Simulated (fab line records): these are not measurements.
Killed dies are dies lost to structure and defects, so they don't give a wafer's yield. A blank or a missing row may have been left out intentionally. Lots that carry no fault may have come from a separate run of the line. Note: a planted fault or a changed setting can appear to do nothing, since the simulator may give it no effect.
What tool caused it?	flow sky130	Sampling: 12 lots, 36 wafers, 4 of 708 route steps

== WHAT THE GAUGES SHOWED, per wafer ==
SKY_VIA4_THK_MEAS_01.
lot	measured	on	VIA4_HDPCVD_THK (nm)
L078	day 43 06:45	filmMetro-03	1706 1729 1724
L074	day 43 12:48	filmMetro-03	1732 1729 1753
L080	day 43 18:58	filmMetro-03	1748 1739 1739
L081	day 44 03:03	filmMetro-01	1758 1779 1765
L083	day 44 18:01	filmMetro-04	1770 1742 1772
L085	day 45 02:45	filmMetro-04	1757 1738 1724
L087	day 45 14:10	filmMetro-03	1710 1745 1721
L089	day 46 00:56	filmMetro-04	1749 1760 1751
L091	day 46 15:45	filmMetro-01	1719 1713 1726
L093	day 47 01:33	filmMetro-03	1748 1742 1738
L095	day 47 17:16	filmMetro-04	1750 1752 1736
L097	day 48 04:17	filmMetro-03	1757 1727 1754

== WHICH TOOL RAN EACH LOT (tool, then ch and the chambers of the sampled wafers, then the start) ==
lot	SKY_METAL2_METAL_ETCH_19	SKY_METAL2_STRIP_20	SKY_METAL3_SPUTTER_03
L078	rieMetal-04 ch 0,1, day 36 20:35	plasmaAsher-04 ch 0,1, day 36 20:41	pvdSputter-01, day 38 00:43
L074	rieMetal-03 ch 0,1, day 37 02:18	plasmaAsher-04 ch 1, day 37 02:23	pvdSputter-01, day 38 06:26
L080	rieMetal-04 ch 0,1, day 37 11:40	plasmaAsher-04 ch 0,1, day 37 11:46	pvdSputter-02, day 38 15:23
L081	rieMetal-04 ch 0,1, day 37 18:11	plasmaAsher-04 ch 0,1, day 37 18:16	pvdSputter-01, day 38 21:36
L083	rieMetal-04 ch 0,1, day 38 12:02	plasmaAsher-04 ch 0,1, day 38 12:07	pvdSputter-04, day 39 15:27
L085	rieMetal-04 ch 0,1, day 38 22:02	plasmaAsher-04 ch 0,1, day 38 22:08	pvdSputter-02, day 40 01:40
L087	rieMetal-01 ch 0,1, day 39 11:41	plasmaAsher-01 ch 0,1, day 39 11:46	pvdSputter-04, day 40 14:48
L089	rieMetal-03 ch 0,1, day 40 00:57	plasmaAsher-04 ch 0,1, day 40 01:02	pvdSputter-04, day 41 03:59
L091	rieMetal-01 ch 0,1, day 40 14:48	plasmaAsher-01 ch 0,1, day 40 14:53	pvdSputter-04, day 41 18:40
L093	rieMetal-01 ch 0,1, day 41 03:30	plasmaAsher-01 ch 0,1, day 41 03:35	pvdSputter-01, day 42 06:10
L095	rieMetal-01 ch 0,1, day 41 22:07	plasmaAsher-03 ch 0,1, day 41 22:13	pvdSputter-04, day 43 00:13
L097	rieMetal-04 ch 0,1, day 42 06:43	plasmaAsher-03 ch 0, day 42 06:48	pvdSputter-02, day 43 10:34
- SKY_METAL2_METAL_ETCH_19: etches the open film in Cl2/BCl3, stops on SiO2, target depth 360 nm, time 78 s.
- SKY_METAL2_STRIP_20: strips in O2/N2.
- SKY_METAL3_SPUTTER_03: material Ti, target thk 5 nm, time 3.3 s.

== THE ANSWER, worked out from the rows above alone ==
Rule: the usual values come from the lots themselves. Put in order of their means at a reading, lots are off if they are a third of the lots or fewer, leave a main group of 4 or more, and stand apart from it by a gap of 3 or more times the standard deviation of the main group's means; of several such gaps the widest counts. A main group is skipped when, at the precision printed for the reading in the tables above, its means are all equal. Also off: a lot with no number at a reading for which 4 or more lots have one. Where the step has rows for the other lots, those lots are counted as sound.
None of the lots is off at any reading shown; this tells nothing.

== WHAT THE SIMULATOR HAD INSERTED ==
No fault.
